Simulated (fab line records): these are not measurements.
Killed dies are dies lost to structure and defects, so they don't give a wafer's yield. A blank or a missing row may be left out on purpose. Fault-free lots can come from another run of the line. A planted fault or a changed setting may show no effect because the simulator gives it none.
fab line records | flow sky130
record: lots: 6 wafers: 18 last-day: 50
route steps=708 shown NWELL@65 PAD_OPEN@708
lots untouched by any fault: they come from a run of this same line in which no faults occurred
start-h: start of the lot's first displayed wafer, in hours after the record's first day | wait-h: hours from the lot's prior step to this one | " the same as in the row above | L1.1+2: several wafers, shown together as one row | - no value, or no start was given | * or withheld: withheld | < > ~ a bound
route shown NAME@n: a module of which the file shows steps, and the number in the route of the first | usual: the fault-free wafers' mean and standard deviation | same: alike in all rows | chamber/n: place in a boat | sites: per-site readings | _std_site: standard deviation across them | _edge_site: inner sites' mean taken away from outer sites' mean | radius-mm: how far each site lies from the wafer's centre | mask NAME#n: copy n | behind: the most recent tool/chamber to have shaped the wafer | hold: why the lot went on hold/how many hours it stayed there/how the hold came to an end | device: the n, p or np transistor that did not switch | end of line: tests of these same wafers at the route's end | a step without rows: its recipe alone | killed: the dies lost at the first sort to structure and to defects; this is not the yield of the wafer | map: per-die view of a wafer (x killed, . not killed, _ where there is no die)
set.NAME: the setting the step ran with; set.NAME@STEP: the setting that earlier step ran with | model.NAME: the simulator's own value behind a step, which no gauge read
certain route steps with their lots: each step a table, each wafer a row
services: a tool's chamber out of use, with start hour (start-h, from the record's first day; less than 0 if before it), hours out, and reason
== steps ==
step: SKY_NWELL_IMPLANT_12
recipe: species: P energy-kev: 120 dose-cm2: 1.3e+12 tilt-deg: withheld
step: SKY_NWELL_IMPLANT_13
recipe: species: P energy-kev: 50 dose-cm2: 7e+11 tilt-deg: withheld
step: SKY_NWELL_STRIP_14
recipe: chemistry: O2/N2 power-w: 1400 pressure-mtorr: 1500 platen-temp-c: withheld o2-flow-sccm: 3000 n2-flow-sccm: 300 overash-fraction: 0.5
usual: drypump-motor-current-A: 5.4/0.37 oes-product-au: 0.722/0.0048 strip-time-to-endpoint-s: 36.99/0.095
columns lot.wafer tool chamber start-h wait-h drypump-motor-current-A oes-product-au rf-hours-counter-h strip-time-to-endpoint-s
L147.1 plasma-asher-01 1 86.57 0.1 5.6 0.726 40 36.98
L147.3 " 0 " " 5.8 0.725 - 36.96
L147.6 " 1 " " 5.7 0.732 - 36.92
L148.3 plasma-asher-04 0 91.71 0.1 4.7 0.727 - 37.15
L148.5 " 0 " " 4.7 0.718 - 36.98
L148.6 " 1 " " 5.4 0.721 - 37.10
L156.2 plasma-asher-03 0 139.58 0.1 5.6 0.724 2 36.88
L156.3 " 0 " " 5.6 0.724 - 36.96
L156.6 " 0 " " 5.6 0.716 - 36.94
L159.2 plasma-asher-03 0 160.88 0.1 5.6 0.715 4 37.06
L159.5 " 1 " " 5.5 0.721 - 37.07
L159.6 " 0 " " 5.6 0.720 - 36.96
L164.1 plasma-asher-04 1 187.62 0.1 5.4 0.732 37 36.90
L164.3 " 1 " " 5.4 0.728 - 36.82
L164.5 " 0 " " 4.7 0.712 - 36.94
L168.1 plasma-asher-03 1 208.22 0.1 5.5 0.724 9 36.98
L168.4 " 1 " " 5.5 0.728 - 37.11
L168.5 " 0 " " 5.6 0.712 - 37.08
step: SKY_NWELL_TW_MEAS_15
usual: NWELL_TW: 1834/9.1
columns lot.wafer tool chamber start-h wait-h NWELL_TW
L147.1 film-metro-04 - 86.67 0.1 1836
L147.3 " - " " 1835
L147.6 " - " " 1828
L148.3 film-metro-04 - 91.80 0.1 1836
L148.5 " - " " 1850
L148.6 " - " " 1828
L156.2 film-metro-03 - 139.69 0.1 1839
L156.3 " - " " 1842
L156.6 " - " " 1843
L159.2 film-metro-04 - 160.99 0.1 1839
L159.5 " - " " 1832
L159.6 " - " " 1830
L164.1 film-metro-04 - 187.72 0.1 1841
L164.3 " - " " 1824
L164.5 " - " " 1835
L168.1 film-metro-04 - 208.32 0.1 1840
L168.4 " - " " 1838
L168.5 " - " " 1834
step: SKY_NWELL_DEHYDRATE_16
recipe: temp-c: 200 time-s: 60
step: SKY_NWELL_HMDS_17
recipe: prime-time-s: 60 prime-temp-c: 120
step: SKY_NWELL_COAT_18
recipe: spin-rpm: 2000 resist-thk-nm: 3000
step: SKY_NWELL_SOFTBAKE_19
recipe: temp-c: 110 time-s: withheld
step: SKY_NWELL_EXPOSE_20
recipe: mask-id: NWM_COMPLEMENT na: 0.6 source-shape: conventional sigma-outer: 0.6 polarization: unpolarized target-cd-nm: 840 dose-mj: 260
step: SKY_NWELL_PEB_21
recipe: temp-c: 115 time-s: withheld
step: SKY_NWELL_DEVELOP_22
recipe: wall-angle-deg: 90 developer: TMAH develop-time-s: 60 dev-temp-c: 23
step: SKY_NWELL_OVL_MEAS_23
usual: NWELL_01_OVL: -0.2/1.2
columns lot.wafer tool chamber start-h wait-h NWELL_01_OVL[nm]
L147.1 overlay-01 - 104.09 - -0.5
L147.3 " - " " -2.7
L147.6 " - " " -1.1
L148.3 overlay-02 - 109.06 - -1.1
L148.5 " - " " 2.9
L148.6 " - " " 1.6
L156.2 overlay-01 - 159.54 - 0.9
L156.3 " - " " -0.4
L156.6 " - " " 1.4
L159.2 overlay-02 - 181.79 - -0.3
L159.5 " - " " -0.7
L159.6 " - " " -1.0
L164.1 overlay-02 - 209.45 - -0.6
L164.3 " - " " 0.5
L164.5 " - " " 1.6
L168.1 overlay-01 - 230.30 - 1.0
L168.4 " - " " -0.2
L168.5 " - " " 0.1
step: SKY_NWELL_IMPLANT_24
recipe: species: B energy-kev: 140 dose-cm2: 9.2e+12 tilt-deg: withheld
usual: dose-ions-cm2: 9.198e+12/9.6e+09 end-station-pressure-torr: 5.08e-06/2.7e-07 faraday-current-uA: 51.8/1.1
columns lot.wafer tool chamber start-h wait-h dose-ions-cm2 end-station-pressure-torr faraday-current-uA
L147.1 implanter-01 0 104.13 0.0 9.196e+12 5.04e-06 52.8
L147.3 " 0 " " 9.184e+12 5.14e-06 52.3
L147.6 " 0 " " 9.198e+12 5.15e-06 52.9
L148.3 implanter-03 0 109.13 0.1 9.174e+12 5.52e-06 52.8
L148.5 " 0 " " 9.187e+12 4.84e-06 49.2
L148.6 " 0 " " 9.208e+12 5.09e-06 50.9
L156.2 implanter-01 0 159.59 0.0 3.97e+12 4.7e-06 22.4
L156.3 " 0 " " 3.979e+12 5.06e-06 22.4
L156.6 " 0 " " 3.971e+12 5.17e-06 22.3
L159.2 implanter-01 0 181.84 0.0 3.976e+12 4.91e-06 22.7
L159.5 " 0 " " 3.985e+12 4.66e-06 22.4
L159.6 " 0 " " 3.96e+12 5.77e-06 22.3
L164.1 implanter-04 0 209.48 0.0 9.192e+12 4.96e-06 53.3
L164.3 " 0 " " 9.19e+12 5.29e-06 52.7
L164.5 " 0 " " 9.189e+12 5.14e-06 50.4
L168.1 implanter-04 0 230.33 0.0 9.202e+12 4.99e-06 51.3
L168.4 " 0 " " 9.212e+12 4.59e-06 51.7
L168.5 " 0 " " 9.205e+12 5.26e-06 49.2
step: SKY_NWELL_STRIP_25
recipe: chemistry: O2/N2 power-w: 1400 pressure-mtorr: 1500 platen-temp-c: withheld o2-flow-sccm: 3000 n2-flow-sccm: 300 overash-fraction: 0.5
usual: drypump-motor-current-A: 5.4/0.39 oes-product-au: 0.722/0.0044 strip-time-to-endpoint-s: 36.94/0.11
columns lot.wafer tool chamber start-h wait-h drypump-motor-current-A oes-product-au rf-hours-counter-h strip-time-to-endpoint-s
L147.1 plasma-asher-04 0 104.28 0.1 4.7 0.722 28 36.99
L147.3 " 1 " " 5.4 0.717 - 36.83
L147.6 " 0 " " 4.7 0.721 - 36.91
L148.3 plasma-asher-01 0 109.27 0.1 5.8 0.713 - 36.95
L148.5 " 1 " " 5.6 0.718 - 37.01
L148.6 " 0 " " 5.8 0.727 - 37.01
L156.2 plasma-asher-01 1 159.72 0.1 5.7 0.720 48 36.92
L156.3 " 1 " " 5.6 0.725 - 36.89
L156.6 " 0 " " 5.8 0.713 - 36.83
L159.2 plasma-asher-04 0 181.97 0.1 4.7 0.723 36 36.96
L159.5 " 1 " " 5.4 0.720 - 36.98
L159.6 " 0 " " 4.7 0.725 - 37.10
L164.1 plasma-asher-01 0 209.63 0.1 5.8 0.722 51 37.00
L164.3 " 1 " " 5.6 0.723 - 36.86
L164.5 " 1 " " 5.6 0.728 - 36.92
L168.1 plasma-asher-04 0 230.48 0.1 4.7 0.729 41 37.04
L168.4 " 0 " " 4.7 0.725 - 37.02
L168.5 " 1 " " 5.4 0.722 - 36.93
step: SKY_NWELL_TW_MEAS_26
usual: NWELL_2_TW: 500.7/2.8
columns lot.wafer tool chamber start-h wait-h NWELL_2_TW
L147.1 film-metro-04 - 104.38 0.1 502.5
L147.3 " - " " 502.1
L147.6 " - " " 500.2
L148.3 film-metro-04 - 109.35 0.1 498.3
L148.5 " - " " 500.4
L148.6 " - " " 498.1
L156.2 film-metro-04 - 159.83 0.1 385.4
L156.3 " - " " 387.7
L156.6 " - " " 383.8
L159.2 film-metro-04 - 182.08 0.1 385.8
L159.5 " - " " 382.8
L159.6 " - " " 384.2
L164.1 film-metro-04 - 209.73 0.1 504.4
L164.3 " - " " 506.1
L164.5 " - " " 503.7
L168.1 film-metro-03 - 230.58 0.1 501.8
L168.4 " - " " 502.8
L168.5 " - " " 500.1
step: SKY_NWELL_CLEAN_27
recipe: chemistry: SC1/SC2 mix: 1:4:20 temp-c: 70 time-s: 150 dry: n2-spin
step: SKY_PAD_OPEN_PROBE_99
usual: killed_at_M0_to_M3: 42/7.6 killed_at_M4_up: 2.9/1.7 killed-at-contacts: 24/5.1 killed-at-front-end: 15/4 killed-at-other: 0.2/0.38 killed-dies: 84/9.9 killed-open: 46/7.2 killed-short: 38/6.6
same: gross-dies: 492 killed-at-back-side: 0
columns lot.wafer tool chamber start-h wait-h killed_at_M0_to_M3 killed_at_M4_up killed-at-contacts killed-at-front-end killed-at-other killed-dies killed-open killed-short
L147.1 prober-02 - 1077.99 0.1 34 2 18 16 0 70 39 31
L147.3 prober-02 - 1078.09 0.2 55 2 25 11 0 93 52 41
L147.6 prober-02 - 1078.24 0.2 41 3 30 17 0 91 51 40
L156.2 prober-01 - 1135.87 0.1 31 2 22 13 0 68 39 29
L156.3 prober-01 - 1135.92 0.2 55 2 17 12 0 86 44 42
L156.6 prober-01 - 1136.07 0.2 30 2 28 17 0 77 34 43
L159.2 prober-02 - 1156.00 0.1 38 4 33 11 1 87 49 38
L159.5 prober-02 - 1156.15 0.2 45 3 25 14 0 87 56 31
L159.6 prober-02 - 1156.20 0.2 46 2 22 12 0 82 56 26
L168.1 prober-01 - 1193.71 0.1 49 1 20 12 0 82 41 41
L168.4 prober-01 - 1193.86 0.2 48 1 11 19 0 79 37 42
L168.5 prober-01 - 1193.91 0.2 46 1 16 20 0 83 50 33
killed by level:class
L147.1 VIA1:geometric-particle:open=12 VIA2:geometric-particle:open=5 CONTACT:geometric-particle:open=5 FIELD_ISO:geometric-particle:open=4 SPACER:geometric-particle:open=4 LI_CONTACT:geometric-particle:open=4 LOCAL_INTERCONNECT:geometric-particle:short=4 METAL1:geometric-particle:short=4
L147.3 VIA1:geometric-particle:open=11 VIA3:geometric-particle:open=10 CONTACT:geometric-particle:open=9 FIELD_ISO:geometric-particle:short=8 VIA2:geometric-particle:open=8 METAL1:geometric-particle:short=7 LOCAL_INTERCONNECT:geometric-particle:short=6 VIA1:geometric-particle:short=5
L147.6 VIA2:geometric-particle:open=12 VIA1:geometric-particle:open=11 CONTACT:geometric-particle:open=8 LOCAL_INTERCONNECT:geometric-particle:short=8 FIELD_ISO:geometric-particle:short=6 LI_CONTACT:geometric-particle:open=5 CONTACT:geometric-particle:short=5 FIELD_ISO:geometric-particle:open=4
L156.2 CONTACT:geometric-particle:open=8 LI_CONTACT:geometric-particle:open=7 VIA1:geometric-particle:open=6 METAL2:geometric-particle:short=5 VIA2:geometric-particle:open=4 VIA3:geometric-particle:open=4 POLY_GATE:geometric-particle:short=3 POLY_GATE:geometric-particle:open=3
L156.3 VIA3:geometric-particle:open=9 VIA1:geometric-particle:open=9 VIA2:geometric-particle:open=7 LOCAL_INTERCONNECT:geometric-particle:short=5 VIA1:geometric-particle:short=5 CONTACT:geometric-particle:open=5 METAL1:geometric-particle:short=5 METAL2:geometric-particle:short=5
L156.6 CONTACT:geometric-particle:short=10 POLY_GATE:geometric-particle:short=7 LI_CONTACT:geometric-particle:open=7 CONTACT:geometric-particle:open=6 VIA1:geometric-particle:open=5 METAL1:geometric-particle:short=4 VIA1:geometric-particle:short=4 METAL3:geometric-particle:short=4
L159.2 LI_CONTACT:geometric-particle:open=11 CONTACT:geometric-particle:open=10 CONTACT:geometric-particle:short=8 VIA1:geometric-particle:short=7 VIA1:geometric-particle:open=7 VIA3:geometric-particle:open=6 VIA3:geometric-particle:short=5 POLY_GATE:geometric-particle:short=4
L159.5 VIA1:geometric-particle:open=13 LI_CONTACT:geometric-particle:open=8 CONTACT:geometric-particle:open=7 VIA1:geometric-particle:short=7 VIA2:geometric-particle:open=7 VIA3:geometric-particle:open=5 POLY_GATE:geometric-particle:short=4 CONTACT:geometric-particle:short=4
L159.6 VIA3:geometric-particle:open=12 VIA1:geometric-particle:open=12 CONTACT:geometric-particle:open=10 POLY_GATE:geometric-particle:open=7 METAL1:geometric-particle:short=5 METAL2:geometric-particle:short=4 VIA2:geometric-particle:open=4 LI_CONTACT:geometric-particle:open=3
L168.1 VIA1:geometric-particle:open=9 METAL2:geometric-particle:short=8 LI_CONTACT:geometric-particle:short=6 LI_CONTACT:geometric-particle:open=5 CONTACT:geometric-particle:open=5 VIA1:geometric-particle:short=5 VIA2:geometric-particle:open=5 VIA2:geometric-particle:short=5
L168.4 VIA1:geometric-particle:open=9 METAL2:geometric-particle:short=9 FIELD_ISO:geometric-particle:open=8 FIELD_ISO:geometric-particle:short=6 VIA2:geometric-particle:open=6 METAL1:geometric-particle:short=5 VIA1:geometric-particle:short=4 VIA2:geometric-particle:short=4
L168.5 VIA1:geometric-particle:open=9 VIA3:geometric-particle:open=8 LI_CONTACT:geometric-particle:open=7 FIELD_ISO:geometric-particle:open=6 FIELD_ISO:geometric-particle:short=6 CONTACT:geometric-particle:open=6 METAL2:geometric-particle:short=6 VIA3:geometric-particle:short=6
== services ==
columns tool chamber start-h hours kind
implanter-04 - 79.45 10.7 pm
implanter-04 - 90.16 3.5 pm
plasma-asher-03 - 92.59 10.3 repair
plasma-asher-03 - 108.75 9.0 pm
plasma-asher-03 0 108.75 9.0 vent-cycle
plasma-asher-03 1 108.75 9.0 vent-cycle
plasma-asher-03 0 117.75 - clean
plasma-asher-03 1 117.75 - clean
implanter-01 - 121.13 2.7 pm
plasma-asher-01 - 127.37 2.8 pm
implanter-01 - 133.10 0.6 repair
implanter-01 - 143.07 13.5 pm
implanter-01 - 165.64 0.5 repair
plasma-asher-01 - 178.17 14.6 pm
== key ==
first-sign: step: SKY_NWELL_IMPLANT_24 reading: dose-ions-cm2 direction: down sigmas: 99+ usual: * struck: *
effect: step: SKY_NWELL_IMPLANT_24 reading: faraday-current-uA direction: down sigmas: 27 usual: 51.8 struck: 22.4
effect: step: SKY_NWELL_TW_MEAS_26 reading: NWELL_2_TW direction: down sigmas: 41 usual: 500.7 struck: 385.0
met-at SKY_NWELL_IMPLANT_24
struck-wafers L156.2,L156.3,L156.6,L159.2,L159.5,L159.6
tester-left-out L156,L159
onset-between 104.13 159.59
fault: kind: process-parameter-drift tool: implanter-01 chamber: - onset-h: 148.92 steps: SKY_NWELL_IMPLANT_24 channel: dose-cm2 offset: * shape: step end-h: 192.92 acts-in: * stated: *
tester-left-out: of these lots the tester's yield and bins aren't shown, on N5 and GAA mostly nor the transistor test; their killed dies are dies lost to structure and defects alone, not to doping, threshold or leakage, so they don't give the yield
